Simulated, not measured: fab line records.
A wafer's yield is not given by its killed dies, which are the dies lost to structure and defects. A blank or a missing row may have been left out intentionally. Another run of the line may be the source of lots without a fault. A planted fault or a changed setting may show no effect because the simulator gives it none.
A lot that was struck, set against a sound lot | flow sky130 | 16 steps out of a route of 708
Sound: the wafers L678.4, L678.5, L678.6. The struck wafers were L697.2, L697.4, L697.6. The cause is given at the end.
Per side, at each step with rows, come the tool, then ch with its chambers, and then its first start. Under that, the readings that differ: sound wafers | struck wafers | difference of the means | sigmas: that difference in standard deviations of wafers without a fault.
alike: words and numbers the same on both sides, and readings whose means are apart by under 2 such deviations; not compared: readings that were withheld, readings missing a value for some wafer, numbers with overlapping values and no deviation given by the record, and bounds like >300 which may hide the same value.
Wherever a step has rows on one side only, a row that says differs or no value, or a row with sigmas, the two part there. When numbers do not overlap yet have no deviation, they are printed without sigmas and do not part them. A reading that every wafer of one side lacks parts them only if that side has two wafers or more.

first, 5 steps without rows for these wafers: SKY_SONOS_TUNNEL_COAT_02 (resist thk 1140 nm); SKY_SONOS_TUNNEL_SOFTBAKE_03 (time 60 s); SKY_SONOS_TUNNEL_EXPOSE_04 (exposes mask TUNM, target cd 410 nm); SKY_SONOS_TUNNEL_PEB_05; SKY_SONOS_TUNNEL_DEVELOP_06 (develop time 60 s).
SKY_SONOS_TUNNEL_CD_MEAS_07: target cd 410 nm.
  struck on cd sem-02, day 18 14:27; sound on cd sem-02, day 12 06:45
  reading    | sound             | struck            | difference | sigmas
  cd nm (nm) | 406.6 407.5 406.3 | 411.6 412.6 411.6 | +5.1       | +2
SKY_SONOS_TUNNEL_OVL_MEAS_08:
  struck on overlay-02, day 18 14:34; sound on overlay-01, day 12 06:50
  alike: SONOS_TUNNEL_OVL
then, 3 steps without rows for these wafers: SKY_SONOS_TUNNEL_IMPLANT_09; SKY_SONOS_TUNNEL_WET_ETCH_10 (etches SiO2 in dHF, target depth 14 nm, time 280 s); SKY_SONOS_TUNNEL_STRIP_11 (strips in SPM, time 600 s).
SKY_SONOS_TUNNEL_TW_MEAS_12:
  struck on film metro-03, day 18 15:01; sound on film metro-04, day 12 07:17
  alike: SONOS_TUNNEL_TW
then, 1 step without rows for these wafers: SKY_SONOS_TUNNEL_CLEAN_13 (cleans in dHF, time 20 s).
SKY_SONOS_ONO_OXIDATION_00: stabilise 600 s, purge 300 s, target thk 2.6 nm.
  sound on furnace-01 ch 0, day 12 07:38; struck on furnace-01 ch 0, day 18 15:08
  reading                                          | sound             | struck            | difference | sigmas
  model.SiO2_of_SONOS_ONO_OXIDATION_00.thk nm (nm) | 2.631 2.646 2.649 | 2.942 2.923 2.895 | +0.278     |
  alike: spike tc centre C, zone power lower pct, zone power top pct
SKY_SONOS_ONO_THK_MEAS_01:
  struck on film metro-04, day 18 16:30; sound on film metro-02, day 12 09:01
  reading                      | sound          | struck         | difference | sigmas
  SONOS_ONO_OXIDATION_THK (nm) | 2.62 2.62 2.62 | 2.91 2.98 2.90 | +0.31      | +6
then, 1 step without rows for these wafers: SKY_SONOS_ONO_CVD_02 (deposits Si3N4 from DCS/NH3, target thk 10.5 nm, time 180 s).
-- here the record skips 32 days between the struck wafers' starts before and after, leaving off in module SONOS_ONO and picking up in module PAD_OPEN (first step shown: number 708 of the route) --
SKY_PAD_OPEN_PROBE_99:
  struck on prober-01, day 50 11:23; sound on prober-01, day 46 06:49
  reading                               | sound                   | struck                  | difference | sigmas
  model.etest.sonos erased.drive ua um  | 188 210.9 186.8         | 173.7 159.4 136.7       | -38.6      |
  model.etest.cap ono.gate log10 a cm2  | -7.861 -7.854 -7.942    | -8.502 -8.541 -8.681    | -0.689     |
  model.etest.cap ono.tox acc nm (nm)   | 12.81 12.81 12.81       | 13.35 13.33 13.49       | +0.58      |
  model.etest.sonos erased.vt v (V)     | -2.309 -2.335 -2.286    | -1.92 -1.939 -1.846     | +0.41      |
  model.etest.sonos programmed.vt v (V) | 1.508 1.482 1.492       | 1.274 1.238 1.19        | -0.260     |
  model.etest.sonos baked.vt less v (V) | -0.5206 -0.5077 -0.5103 | -0.3641 -0.3656 -0.3784 | +0.1435    |
  alike: killed_at_M0_to_M3, killed_at_M4_up, killed at contacts, killed at front end, killed at other, killed dies, killed open, killed short

## WHERE THEY PART
First at SKY_SONOS_TUNNEL_CD_MEAS_07; last, within this record, at SKY_SONOS_ONO_THK_MEAS_01. Later steps at which nothing parts them and some readings are alike: SKY_PAD_OPEN_PROBE_99.

WHY: the cause the simulator had injected
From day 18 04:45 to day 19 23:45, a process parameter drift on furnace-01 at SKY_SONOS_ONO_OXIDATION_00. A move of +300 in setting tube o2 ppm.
